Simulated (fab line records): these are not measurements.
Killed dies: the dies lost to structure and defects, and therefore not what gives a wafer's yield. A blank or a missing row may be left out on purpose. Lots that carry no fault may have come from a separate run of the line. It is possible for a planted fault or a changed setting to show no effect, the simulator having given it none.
fab line records	flow gf180mcu	part 1 of 2: steps 1 to 22 of 30
record lots=5	wafers=15	last_day=33
route steps=602 shown NWELL@47 LVPWELL@54 MVSD@66
lots that met no fault: from a run of the same line without faults
start_h: hours from the record's opening day to when the first of the lot's shown wafers began	wait_h: hours from the lot's prior step to this one	" same as the row above	L1.1+2: a row that stands for several wafers	- value missing, or start not given	* or withheld: withheld	< > ~ a bound
route shown NAME@n: names a module that has steps shown in the file, with the first one's number in the route	usual: average and standard deviation across the fault-free wafers	same: alike in all rows	chamber/n: place in a boat	sites: each site's reading	_std_site: the values' standard deviation	_edge_site: inner sites' mean taken away from outer sites' mean	radius_mm: for every site, how far away it sits from the centre of the wafer	mask NAME#n: copy n	behind: tool/chamber where the wafer was last shaped	hold: what put the lot on hold/how long, in hours/how the hold closed	device: the n, p or np transistor that did not switch	end of line: the same wafers' tests at the end of the route	for a step that has no rows: nothing shown but its recipe	killed: count of dies lost to structure and defects at first sort (not the wafer's yield)	map: a wafer's dies, x killed, . not, _ none there
set.NAME: the run value of the setting; set.NAME@STEP: its run value at that earlier step	model.NAME: the simulator's own value behind a step, which no gauge read
lots at selected steps of the route; one table per step, one row per wafer
services: a tool's chamber out of use, with start hour (start_h, from the record's first day; less than 0 if before it), hours out, and reason
## steps
# step GF_NWELL_PEB_05
# recipe temp_c=115	time_s=withheld
# usual chill_plate_temp_C=22.99/0.1	resist_line_temp_C=22.98/0.12
lot.wafer	tool	chamber	start_h	wait_h	chill_plate_temp_C	resist_line_temp_C
L077.1	litho_track-03	0	-	-	22.99	23.21
L077.3	"	0	"	"	22.96	22.80
L077.4	"	0	"	"	22.93	23.10
L079.3	litho_track-01	0	-	-	22.93	22.91
L079.4	"	0	"	"	22.87	22.68
L079.6	"	0	"	"	23.09	22.71
L083.1	litho_track-03	0	-	-	22.91	23.01
L083.2	"	0	"	"	23.10	23.10
L083.5	"	0	"	"	22.80	22.94
L084.1	litho_track-03	0	-	-	23.04	22.84
L084.3	"	0	"	"	22.89	22.90
L084.6	"	0	"	"	23.05	22.59
L091.4	litho_track-02	0	-	-	22.99	23.01
L091.5	"	0	"	"	22.79	22.98
L091.6	"	0	"	"	22.97	23.08
# step GF_NWELL_DEVELOP_06
# recipe wall_angle_deg=90	develop_time_s=60	dev_temp_c=23
# usual chill_plate_temp_C=22.99/0.11	resist_line_temp_C=23.00/0.1
lot.wafer	tool	chamber	start_h	wait_h	chill_plate_temp_C	resist_line_temp_C
L077.1	litho_track-03	0	-	-	22.81	22.85
L077.3	"	0	"	"	22.81	23.10
L077.4	"	0	"	"	22.87	22.85
L079.3	litho_track-01	0	-	-	22.89	22.83
L079.4	"	0	"	"	22.82	22.97
L079.6	"	0	"	"	22.99	22.91
L083.1	litho_track-03	0	-	-	22.95	23.08
L083.2	"	0	"	"	22.90	23.22
L083.5	"	0	"	"	22.87	23.07
L084.1	litho_track-03	0	-	-	22.96	23.17
L084.3	"	0	"	"	23.00	23.00
L084.6	"	0	"	"	23.01	23.14
L091.4	litho_track-02	0	-	-	22.99	23.02
L091.5	"	0	"	"	23.04	22.88
L091.6	"	0	"	"	22.95	22.98
# step GF_NWELL_OVL_MEAS_07
# usual NWELL_OVL=-0.4/1.4
lot.wafer	tool	chamber	start_h	wait_h	NWELL_OVL[nm]
L077.1	overlay-01	-	71.97	-	2.3
L077.3	"	-	"	"	1.3
L077.4	"	-	"	"	0.6
L079.3	overlay-01	-	82.57	-	0.1
L079.4	"	-	"	"	-0.6
L079.6	"	-	"	"	0.2
L083.1	overlay-02	-	105.57	-	-0.7
L083.2	"	-	"	"	-0.7
L083.5	"	-	"	"	0.7
L084.1	overlay-01	-	109.77	-	-1.7
L084.3	"	-	"	"	-2.4
L084.6	"	-	"	"	0.3
L091.4	overlay-01	-	148.67	-	-0.6
L091.5	"	-	"	"	-2.7
L091.6	"	-	"	"	-3.0
# step GF_NWELL_IMPLANT_08
# recipe species=P	energy_kev=450	dose_cm2=1.5e+13	tilt_deg=0
# usual dose_ions_cm2=1.4998e+13/1.6e+10
# same implant_ion_amu=31
lot.wafer	tool	chamber	start_h	wait_h	dose_ions_cm2
L077.1	implanter-01	0	72.00	0.0	1.5012e+13
L077.3	"	0	"	"	1.5024e+13
L077.4	"	0	"	"	1.5004e+13
L079.3	implanter-04	0	82.64	0.1	1.4996e+13
L079.4	"	0	"	"	1.4995e+13
L079.6	"	0	"	"	1.501e+13
L083.1	implanter-01	0	105.60	0.0	1.4987e+13
L083.2	"	0	"	"	1.4968e+13
L083.5	"	0	"	"	1.4978e+13
L084.1	implanter-01	0	109.80	0.0	1.4986e+13
L084.3	"	0	"	"	1.4978e+13
L084.6	"	0	"	"	1.5001e+13
L091.4	implanter-04	0	148.76	0.1	1.5004e+13
L091.5	"	0	"	"	1.4986e+13
L091.6	"	0	"	"	1.5011e+13
# step GF_NWELL_IMPLANT_09
# recipe species=P	energy_kev=160	dose_cm2=4e+12	tilt_deg=0
# usual dose_ions_cm2=4e+12/4.6e+09
# same implant_ion_amu=31
lot.wafer	tool	chamber	start_h	wait_h	dose_ions_cm2
L077.1	implanter-01	0	72.15	0.1	4e+12
L077.3	"	0	"	"	4.007e+12
L077.4	"	0	"	"	4.007e+12
L079.3	implanter-04	0	82.79	0.1	4e+12
L079.4	"	0	"	"	3.998e+12
L079.6	"	0	"	"	4.007e+12
L083.1	implanter-01	0	105.75	0.1	4.005e+12
L083.2	"	0	"	"	4.002e+12
L083.5	"	0	"	"	3.999e+12
L084.1	implanter-01	0	109.95	0.1	4.007e+12
L084.3	"	0	"	"	4.003e+12
L084.6	"	0	"	"	4.009e+12
L091.4	implanter-04	0	148.91	0.1	4.003e+12
L091.5	"	0	"	"	4.006e+12
L091.6	"	0	"	"	4e+12
# step GF_NWELL_STRIP_10
# recipe chemistry=O2/N2	power_w=1400	pressure_mtorr=1500	platen_temp_c=250	o2_flow_sccm=3000	n2_flow_sccm=300	overash_fraction=0.5
# usual drypump_motor_current_A=5.5/0.39	heater_power_w=338/25	o2_flow_sccm=2999/8.9	oes_product_au=0.723/0.0043	strip_time_to_endpoint_s=36.93/0.11
# same overash_fraction=0.5
lot.wafer	tool	chamber	start_h	wait_h	drypump_motor_current_A	heater_power_w	o2_flow_sccm	oes_product_au	rf_hours_counter_h	strip_time_to_endpoint_s
L077.1	plasma_asher-02	1	72.30	0.1	5.6	357	2993	0.721	42	36.88
L077.3	"	1	"	"	5.6	357	2999	0.722	-	36.81
L077.4	"	0	"	"	6.2	347	3000	0.720	-	36.83
L079.3	plasma_asher-04	1	82.93	0.1	5.8	285	3000	0.724	-	36.74
L079.4	"	0	"	"	5.2	380	2989	0.726	-	36.90
L079.6	"	1	"	"	5.8	281	2996	0.723	-	36.86
L083.1	plasma_asher-03	1	105.90	0.1	5.4	321	2997	0.716	43	36.93
L083.2	"	0	"	"	4.9	340	2993	0.719	43	36.78
L083.5	"	1	"	"	5.4	321	2996	0.717	-	36.71
L084.1	plasma_asher-03	0	110.10	0.1	4.9	342	3001	0.723	44	37.02
L084.3	"	1	"	"	5.4	320	2985	0.718	-	37.04
L084.6	"	1	"	"	5.4	318	3000	0.722	-	37.00
L091.4	plasma_asher-04	1	149.02	0.1	5.8	292	3005	0.712	-	36.88
L091.5	"	1	"	"	5.8	287	3015	0.723	-	36.91
L091.6	"	0	"	"	5.2	372	3018	0.718	-	36.81
# step GF_NWELL_TW_MEAS_11
# usual NWELL_TW=1570/12
lot.wafer	tool	chamber	start_h	wait_h	NWELL_TW
L077.1	film_metro-03	-	72.40	0.1	1549
L077.3	"	-	"	"	1550
L077.4	"	-	"	"	1548
L079.3	film_metro-03	-	83.01	0.1	1553
L079.4	"	-	"	"	1561
L079.6	"	-	"	"	1554
L083.1	film_metro-03	-	106.00	0.1	1557
L083.2	"	-	"	"	1552
L083.5	"	-	"	"	1555
L084.1	film_metro-03	-	110.20	0.1	1566
L084.3	"	-	"	"	1554
L084.6	"	-	"	"	1564
L091.4	film_metro-04	-	149.12	0.1	1581
L091.5	"	-	"	"	1575
L091.6	"	-	"	"	1572
# step GF_LVPWELL_DEHYDRATE_00
# recipe temp_c=200	time_s=60
# usual chill_plate_temp_C=23.02/0.1	resist_line_temp_C=22.98/0.11
lot.wafer	tool	chamber	start_h	wait_h	chill_plate_temp_C	resist_line_temp_C
L077.1	litho_track-01	0	78.46	6.0	23.03	22.76
L077.3	"	0	"	"	22.93	22.90
L077.4	"	0	"	"	23.01	22.74
L079.3	litho_track-01	0	89.16	6.1	23.05	22.99
L079.4	"	0	"	"	23.01	22.81
L079.6	"	0	"	"	23.11	22.88
L083.1	litho_track-04	0	112.42	6.4	22.97	23.02
L083.2	"	0	"	"	23.02	23.17
L083.5	"	0	"	"	22.90	23.12
L084.1	litho_track-04	0	116.27	6.1	23.06	22.91
L084.3	"	0	"	"	22.98	23.03
L084.6	"	0	"	"	23.11	22.91
L091.4	litho_track-02	0	156.13	7.0	22.92	22.82
L091.5	"	0	"	"	23.06	23.04
L091.6	"	0	"	"	22.84	22.85
# step GF_LVPWELL_HMDS_01
# recipe prime_time_s=60	prime_temp_c=120
# usual chill_plate_temp_C=23.02/0.096	resist_line_temp_C=23.00/0.11
lot.wafer	tool	chamber	start_h	wait_h	chill_plate_temp_C	resist_line_temp_C
L077.1	litho_track-01	0	78.61	0.1	22.98	23.21
L077.3	"	0	"	"	22.95	23.09
L077.4	"	0	"	"	23.13	23.08
L079.3	litho_track-01	0	89.31	0.1	23.02	23.02
L079.4	"	0	"	"	22.99	22.79
L079.6	"	0	"	"	23.12	22.95
L083.1	litho_track-04	0	112.57	0.1	22.99	23.09
L083.2	"	0	"	"	22.95	23.04
L083.5	"	0	"	"	22.80	22.99
L084.1	litho_track-04	0	116.42	0.1	22.99	23.20
L084.3	"	0	"	"	22.95	23.01
L084.6	"	0	"	"	23.06	23.01
L091.4	litho_track-02	0	156.28	0.1	22.92	22.97
L091.5	"	0	"	"	22.93	22.86
L091.6	"	0	"	"	23.08	23.02
# step GF_LVPWELL_COAT_02
# recipe spin_rpm=2000	resist_thk_nm=3000
# usual chill_plate_temp_C=22.97/0.098	resist_line_temp_C=22.97/0.095
lot.wafer	tool	chamber	start_h	wait_h	chill_plate_temp_C	resist_line_temp_C
L077.1	litho_track-01	0	78.76	0.1	22.95	22.91
L077.3	"	0	"	"	22.99	22.97
L077.4	"	0	"	"	22.91	23.01
L079.3	litho_track-01	0	89.46	0.1	22.99	23.09
L079.4	"	0	"	"	22.99	23.18
L079.6	"	0	"	"	23.05	22.98
L083.1	litho_track-04	0	112.72	0.1	23.04	23.02
L083.2	"	0	"	"	22.96	22.90
L083.5	"	0	"	"	22.99	23.01
L084.1	litho_track-04	0	116.57	0.1	22.88	23.08
L084.3	"	0	"	"	22.88	23.13
L084.6	"	0	"	"	22.92	23.06
L091.4	litho_track-02	0	156.43	0.1	23.00	23.09
L091.5	"	0	"	"	23.05	22.93
L091.6	"	0	"	"	22.92	23.00
# step GF_LVPWELL_SOFTBAKE_03
# recipe temp_c=110	time_s=withheld
# usual chill_plate_temp_C=23.00/0.11	resist_line_temp_C=23.01/0.097
lot.wafer	tool	chamber	start_h	wait_h	chill_plate_temp_C	resist_line_temp_C
L077.1	litho_track-01	0	78.91	0.1	23.07	23.08
L077.3	"	0	"	"	22.86	23.04
L077.4	"	0	"	"	22.89	23.07
L079.3	litho_track-01	0	89.62	0.1	23.17	23.11
L079.4	"	0	"	"	22.75	23.03
L079.6	"	0	"	"	22.88	23.16
L083.1	litho_track-04	0	112.87	0.1	23.06	22.92
L083.2	"	0	"	"	22.91	23.15
L083.5	"	0	"	"	23.19	23.04
L084.1	litho_track-04	0	116.72	0.1	22.96	22.97
L084.3	"	0	"	"	23.12	22.82
L084.6	"	0	"	"	22.92	22.92
L091.4	litho_track-02	0	156.60	0.1	23.03	23.08
L091.5	"	0	"	"	22.92	22.94
L091.6	"	0	"	"	22.94	23.15
# step GF_LVPWELL_EXPOSE_04
# recipe mask_id=LVPWELL	target_cd_nm=600	na=0.6	source_shape=conventional	sigma_outer=0.6	dose_mj=260
# usual focus_offset_nm=0.0/0.53
# same sigma_outer=0.6
lot.wafer	tool	chamber	start_h	wait_h	mask	focus_offset_nm
L077.1	iline_stepper-01	0	-	-	LVPWELL#0	1.3
L077.3	"	0	"	"	LVPWELL#0	0.9
L077.4	"	0	"	"	LVPWELL#0	0.8
L079.3	iline_stepper-02	0	-	-	LVPWELL#0	-0.5
L079.4	"	0	"	"	LVPWELL#0	0.1
L079.6	"	0	"	"	LVPWELL#0	0.3
L083.1	iline_stepper-01	0	-	-	LVPWELL#0	-0.4
L083.2	"	0	"	"	LVPWELL#0	0.1
L083.5	"	0	"	"	LVPWELL#0	-0.1
L084.1	iline_stepper-01	0	-	-	LVPWELL#0	-1.1
L084.3	"	0	"	"	LVPWELL#0	-0.4
L084.6	"	0	"	"	LVPWELL#0	-0.8
L091.4	iline_stepper-02	0	-	-	LVPWELL#0	0.0
L091.5	"	0	"	"	LVPWELL#0	0.6
L091.6	"	0	"	"	LVPWELL#0	0.4
# step GF_LVPWELL_PEB_05
# recipe temp_c=115	time_s=withheld
# usual chill_plate_temp_C=22.99/0.096	resist_line_temp_C=23.01/0.11
lot.wafer	tool	chamber	start_h	wait_h	chill_plate_temp_C	resist_line_temp_C
L077.1	litho_track-04	0	-	-	22.97	22.95
L077.3	"	0	"	"	23.01	23.08
L077.4	"	0	"	"	23.01	23.08
L079.3	litho_track-04	0	-	-	22.99	22.93
L079.4	"	0	"	"	22.86	22.98
L079.6	"	0	"	"	23.05	23.05
L083.1	litho_track-04	0	-	-	23.01	23.13
L083.2	"	0	"	"	23.02	23.06
L083.5	"	0	"	"	22.89	23.05
L084.1	litho_track-04	0	-	-	23.06	22.84
L084.3	"	0	"	"	22.98	23.00
L084.6	"	0	"	"	22.95	23.12
L091.4	litho_track-04	0	-	-	22.92	22.94
L091.5	"	0	"	"	22.94	22.88
L091.6	"	0	"	"	23.04	22.77
# step GF_LVPWELL_DEVELOP_06
# recipe wall_angle_deg=90	develop_time_s=60	dev_temp_c=23
# usual chill_plate_temp_C=22.99/0.11	resist_line_temp_C=23.02/0.11
lot.wafer	tool	chamber	start_h	wait_h	chill_plate_temp_C	resist_line_temp_C
L077.1	litho_track-04	0	-	-	23.08	23.00
L077.3	"	0	"	"	23.08	22.96
L077.4	"	0	"	"	23.05	23.03
L079.3	litho_track-04	0	-	-	22.84	22.87
L079.4	"	0	"	"	22.78	22.95
L079.6	"	0	"	"	23.08	22.81
L083.1	litho_track-04	0	-	-	23.03	22.90
L083.2	"	0	"	"	23.03	23.22
L083.5	"	0	"	"	22.92	23.15
L084.1	litho_track-04	0	-	-	22.85	23.01
L084.3	"	0	"	"	22.92	23.11
L084.6	"	0	"	"	22.91	23.12
L091.4	litho_track-04	0	-	-	23.18	23.13
L091.5	"	0	"	"	23.00	23.07
L091.6	"	0	"	"	23.02	23.07
# step GF_LVPWELL_OVL_MEAS_07
# usual LVPWELL_OVL=-0.4/1.3
lot.wafer	tool	chamber	start_h	wait_h	LVPWELL_OVL[nm]
L077.1	overlay-01	-	85.97	-	-2.4
L077.3	"	-	"	"	-3.2
L077.4	"	-	"	"	-0.8
L079.3	overlay-02	-	96.43	-	0.7
L079.4	"	-	"	"	0.9
L079.6	"	-	"	"	1.5
L083.1	overlay-01	-	119.87	-	-1.7
L083.2	"	-	"	"	-1.7
L083.5	"	-	"	"	-1.3
L084.1	overlay-01	-	124.07	-	0.5
L084.3	"	-	"	"	-1.3
L084.6	"	-	"	"	-0.7
L091.4	overlay-02	-	164.54	-	0.7
L091.5	"	-	"	"	1.2
L091.6	"	-	"	"	0.2
# step GF_LVPWELL_IMPLANT_08
# recipe species=B	energy_kev=170	dose_cm2=1.5e+13	tilt_deg=0
# usual dose_ions_cm2=1.4998e+13/1.6e+10
# same implant_ion_amu=11
lot.wafer	tool	chamber	start_h	wait_h	dose_ions_cm2
L077.1	implanter-03	0	86.01	0.0	1.5014e+13
L077.3	"	0	"	"	1.4994e+13
L077.4	"	0	"	"	1.4996e+13
L079.3	implanter-02	0	96.51	0.1	1.4987e+13
L079.4	"	0	"	"	1.4956e+13
L079.6	"	0	"	"	1.4956e+13
L083.1	implanter-04	0	119.90	0.0	1.5016e+13
L083.2	"	0	"	"	1.4985e+13
L083.5	"	0	"	"	1.4994e+13
L084.1	implanter-02	0	124.10	0.0	1.4977e+13
L084.3	"	0	"	"	1.4985e+13
L084.6	"	0	"	"	1.4974e+13
L091.4	implanter-03	0	164.63	0.1	1.4996e+13
L091.5	"	0	"	"	1.5035e+13
L091.6	"	0	"	"	1.5014e+13
# step GF_LVPWELL_IMPLANT_09
# recipe species=B	energy_kev=60	dose_cm2=5e+12	tilt_deg=0
# usual dose_ions_cm2=5e+12/5.6e+09
# same implant_ion_amu=11
lot.wafer	tool	chamber	start_h	wait_h	dose_ions_cm2
L077.1	implanter-03	0	86.16	0.1	5e+12
L077.3	"	0	"	"	5.006e+12
L077.4	"	0	"	"	5.006e+12
L079.3	implanter-02	0	96.66	0.1	4.994e+12
L079.4	"	0	"	"	4.995e+12
L079.6	"	0	"	"	4.992e+12
L083.1	implanter-04	0	120.05	0.1	5e+12
L083.2	"	0	"	"	4.996e+12
L083.5	"	0	"	"	4.998e+12
L084.1	implanter-02	0	124.25	0.1	4.992e+12
L084.3	"	0	"	"	4.992e+12
L084.6	"	0	"	"	4.99e+12
L091.4	implanter-03	0	164.78	0.1	4.994e+12
L091.5	"	0	"	"	4.997e+12
L091.6	"	0	"	"	4.995e+12
# step GF_LVPWELL_STRIP_10
# recipe chemistry=O2/N2	power_w=1400	pressure_mtorr=1500	platen_temp_c=250	o2_flow_sccm=3000	n2_flow_sccm=300	overash_fraction=0.5
# usual drypump_motor_current_A=5.6/0.47	heater_power_w=320/32	o2_flow_sccm=3000/8.9	oes_product_au=0.722/0.0047	strip_time_to_endpoint_s=37.02/0.098
# same overash_fraction=0.5
lot.wafer	tool	chamber	start_h	wait_h	drypump_motor_current_A	heater_power_w	o2_flow_sccm	oes_product_au	rf_hours_counter_h	strip_time_to_endpoint_s
L077.1	plasma_asher-03	0	86.31	0.1	4.9	340	2995	0.721	41	37.06
L077.3	"	0	"	"	4.9	340	2995	0.721	-	36.98
L077.4	"	1	"	"	5.4	320	3003	0.723	-	36.96
L079.3	plasma_asher-03	0	96.79	0.1	4.9	338	2993	0.718	-	37.07
L079.4	"	1	"	"	5.4	321	2989	0.723	-	37.05
L079.6	"	0	"	"	4.9	335	3004	0.720	-	37.07
L083.1	plasma_asher-02	0	120.20	0.1	6.2	355	3003	0.722	0	36.85
L083.2	"	1	"	"	5.6	347	3012	0.712	0	36.95
L083.5	"	1	"	"	5.6	334	2996	0.730	-	36.90
L084.1	plasma_asher-01	0	124.40	0.1	6.1	281	2989	0.718	46	36.97
L084.3	"	0	"	"	6.1	281	2984	0.726	-	36.91
L084.6	"	1	"	"	6.2	265	2996	0.717	-	36.96
L091.4	plasma_asher-01	1	164.89	0.1	6.2	269	3003	0.722	-	36.92
L091.5	"	1	"	"	6.2	270	3019	0.728	-	36.87
L091.6	"	0	"	"	6.1	285	3000	0.719	-	36.91
# step GF_LVPWELL_TW_MEAS_11
# usual LVPWELL_TW=558/3.7
lot.wafer	tool	chamber	start_h	wait_h	LVPWELL_TW
L077.1	film_metro-02	-	86.41	0.1	557
L077.3	"	-	"	"	562
L077.4	"	-	"	"	562
L079.3	film_metro-03	-	96.88	0.1	553
L079.4	"	-	"	"	550
L079.6	"	-	"	"	550
L083.1	film_metro-04	-	120.30	0.1	562
L083.2	"	-	"	"	560
L083.5	"	-	"	"	561
L084.1	film_metro-02	-	124.50	0.1	559
L084.3	"	-	"	"	559
L084.6	"	-	"	"	558
L091.4	film_metro-02	-	164.98	0.1	561
L091.5	"	-	"	"	555
L091.6	"	-	"	"	562
# step GF_MVSD_DEHYDRATE_00
# recipe temp_c=200	time_s=60
# usual chill_plate_temp_C=22.98/0.1	resist_line_temp_C=23.01/0.1
lot.wafer	tool	chamber	start_h	wait_h	chill_plate_temp_C	resist_line_temp_C
L077.1	litho_track-04	0	93.22	6.8	22.84	23.01
L077.3	"	0	"	"	23.03	22.85
L077.4	"	0	"	"	22.91	22.93
L079.3	litho_track-03	0	103.67	6.8	23.05	22.92
L079.4	"	0	"	"	23.04	22.93
L079.6	"	0	"	"	22.79	23.00
L083.1	litho_track-03	0	127.02	6.7	23.04	23.01
L083.2	"	0	"	"	23.08	23.04
L083.5	"	0	"	"	23.00	23.01
L084.1	litho_track-03	0	131.17	6.7	22.99	22.85
L084.3	"	0	"	"	23.04	23.00
L084.6	"	0	"	"	22.85	22.98
L091.4	litho_track-03	0	172.54	7.5	22.88	22.92
L091.5	"	0	"	"	22.76	23.03
L091.6	"	0	"	"	22.88	23.05
# step GF_MVSD_HMDS_01
# recipe prime_time_s=60	prime_temp_c=120
# usual chill_plate_temp_C=22.99/0.11	resist_line_temp_C=23.01/0.099
lot.wafer	tool	chamber	start_h	wait_h	chill_plate_temp_C	resist_line_temp_C
L077.1	litho_track-04	0	93.37	0.1	23.00	22.94
L077.3	"	0	"	"	23.01	22.96
L077.4	"	0	"	"	22.92	23.02
L079.3	litho_track-03	0	103.82	0.1	22.82	22.92
L079.4	"	0	"	"	22.97	23.09
L079.6	"	0	"	"	22.91	22.93
L083.1	litho_track-03	0	127.17	0.1	23.07	23.10
L083.2	"	0	"	"	23.20	22.83
L083.5	"	0	"	"	23.18	23.02
L084.1	litho_track-03	0	131.32	0.1	23.06	23.12
L084.3	"	0	"	"	22.95	23.06
L084.6	"	0	"	"	23.16	23.06
L091.4	litho_track-03	0	172.69	0.1	23.01	23.02
L091.5	"	0	"	"	22.91	23.02
L091.6	"	0	"	"	22.83	23.06
# step GF_MVSD_COAT_02
# recipe spin_rpm=2000	resist_thk_nm=3000
# usual chill_plate_temp_C=23.00/0.1	resist_line_temp_C=23.02/0.1
lot.wafer	tool	chamber	start_h	wait_h	chill_plate_temp_C	resist_line_temp_C
L077.1	litho_track-04	0	93.52	0.1	22.87	23.10
L077.3	"	0	"	"	23.01	23.09
L077.4	"	0	"	"	22.91	23.11
L079.3	litho_track-03	0	103.97	0.1	23.10	23.02
L079.4	"	0	"	"	22.89	22.90
L079.6	"	0	"	"	23.02	23.06
L083.1	litho_track-03	0	127.32	0.1	23.07	22.99
L083.2	"	0	"	"	23.18	23.10
L083.5	"	0	"	"	23.02	23.06
L084.1	litho_track-03	0	131.47	0.1	23.16	23.04
L084.3	"	0	"	"	22.98	23.10
L084.6	"	0	"	"	22.97	22.98
L091.4	litho_track-03	0	172.84	0.1	22.93	23.10
L091.5	"	0	"	"	23.03	23.02
L091.6	"	0	"	"	22.77	23.05
